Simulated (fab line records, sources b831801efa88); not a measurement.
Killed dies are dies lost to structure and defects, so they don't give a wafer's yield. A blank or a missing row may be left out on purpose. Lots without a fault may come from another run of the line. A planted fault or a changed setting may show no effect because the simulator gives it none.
Which tool did it? | flow gf180mcu | 15 lots, 45 wafers sampled, at 2 steps of a route of 602

WHAT THE GAUGES READ, wafer by wafer
GF_M3_OVL_MEAS_15.
lot  | measured     | on         | M3_OVL (nm)
L828 | day 21 05:32 | overlay-01 | -2 3 -5
L829 | day 21 16:28 | overlay-01 | 3 2 -5
L830 | day 22 02:23 | overlay-01 | 4 -4 -8
L832 | day 22 17:52 | overlay-01 | -3 -6 0
L834 | day 23 12:52 | overlay-02 | -2 -1 -6
L836 | day 24 06:20 | overlay-01 | 2 -14 -5
L837 | day 24 15:26 | overlay-01 | -3 -15 -15
L840 | day 25 13:06 | overlay-02 | -10 -2 4
L842 | day 26 08:44 | overlay-01 | 0 1 -6
L843 | day 26 21:16 | overlay-02 | -4 -6 -7
L845 | day 27 14:43 | overlay-01 | -2 -8 -6
L850 | day 28 19:13 | overlay-02 | 4 0 -9

WHICH TOOL RAN EACH LOT (tool, then ch and the chambers of the sampled wafers, then the start)
lot  | GF_POLY_GATE_DEVELOP_09
L828 | litho_track-01 ch 0, day 9 06:48
L829 | litho_track-03 ch 0, day 9 11:23
L830 | litho_track-04 ch 0, day 9 20:45
L832 | litho_track-04 ch 0, day 10 07:31
L834 | litho_track-03 ch 0, day 11 00:26
L836 | litho_track-04 ch 0, day 11 12:34
L837 | litho_track-01 ch 0, day 11 21:26
L840 | litho_track-04 ch 0, day 12 16:22
L842 | litho_track-03 ch 0, day 13 11:07
L843 | litho_track-01 ch 0, day 13 23:08
L845 | litho_track-04 ch 0, day 14 14:10
L846 | litho_track-01, day 14 14:36
L847 | litho_track-03, day 14 20:47
L848 | litho_track-01, day 15 05:02
L850 | litho_track-03 ch 0, day 15 21:35
- GF_POLY_GATE_DEVELOP_09: develop time 60 s.

WHAT THE TOOLS THEMSELVES READ (means of the sampled wafers that have a number; where no wafer has one, the mark that the record gives instead)
GF_POLY_GATE_DEVELOP_09.
lot  | tool           | chill_plate_temp_C (C)
L828 | litho_track-01 | 22.98
L829 | litho_track-03 | 23.06
L830 | litho_track-04 | 22.86
L832 | litho_track-04 | 22.91
L834 | litho_track-03 | 22.97
L836 | litho_track-04 | 23.06
L837 | litho_track-01 | 23.16
L840 | litho_track-04 | 22.87
L842 | litho_track-03 | 23.05
L843 | litho_track-01 | 22.99
L845 | litho_track-04 | 23.11
L846 | litho_track-01 | -
L847 | litho_track-03 | -
L848 | litho_track-01 | -
L850 | litho_track-03 | 23.00

THE ANSWER, worked out from the rows above alone
Rule: what is usual is taken from the lots themselves. Put in order of their means at a reading, lots are off if they are a third of the lots or fewer, leave a main group of 4 or more, and stand apart from it by a gap of 3 or more times the standard deviation of the main group's means; of several such gaps the widest counts. A main group whose means are all the same, to the digits that the tables above print for the reading, isn't used. A lot without any number at a reading at which 4 lots or more have one is off too. The other lots that the step has rows for count as sound. The gauges are gone through in route order, then the tools' own readings, and for those a lot's mean is taken as printed above. The first step at which some lot is off is used, and at that step the reading that is off furthest; a lot without a number counts as furthest.
Off: L846, L847, L848, at GF_POLY_GATE_DEVELOP_09 (chill_plate_temp_C). Without a number there: L846, L847, L848. The main group: mean 23.00 C, standard deviation 0.088.
A tool fits if, at that step or a process step before it, it ran every lot that is off, and no sound lot after the first of them. None of those tried fits.

WHAT THE SIMULATOR HAD PUT IN
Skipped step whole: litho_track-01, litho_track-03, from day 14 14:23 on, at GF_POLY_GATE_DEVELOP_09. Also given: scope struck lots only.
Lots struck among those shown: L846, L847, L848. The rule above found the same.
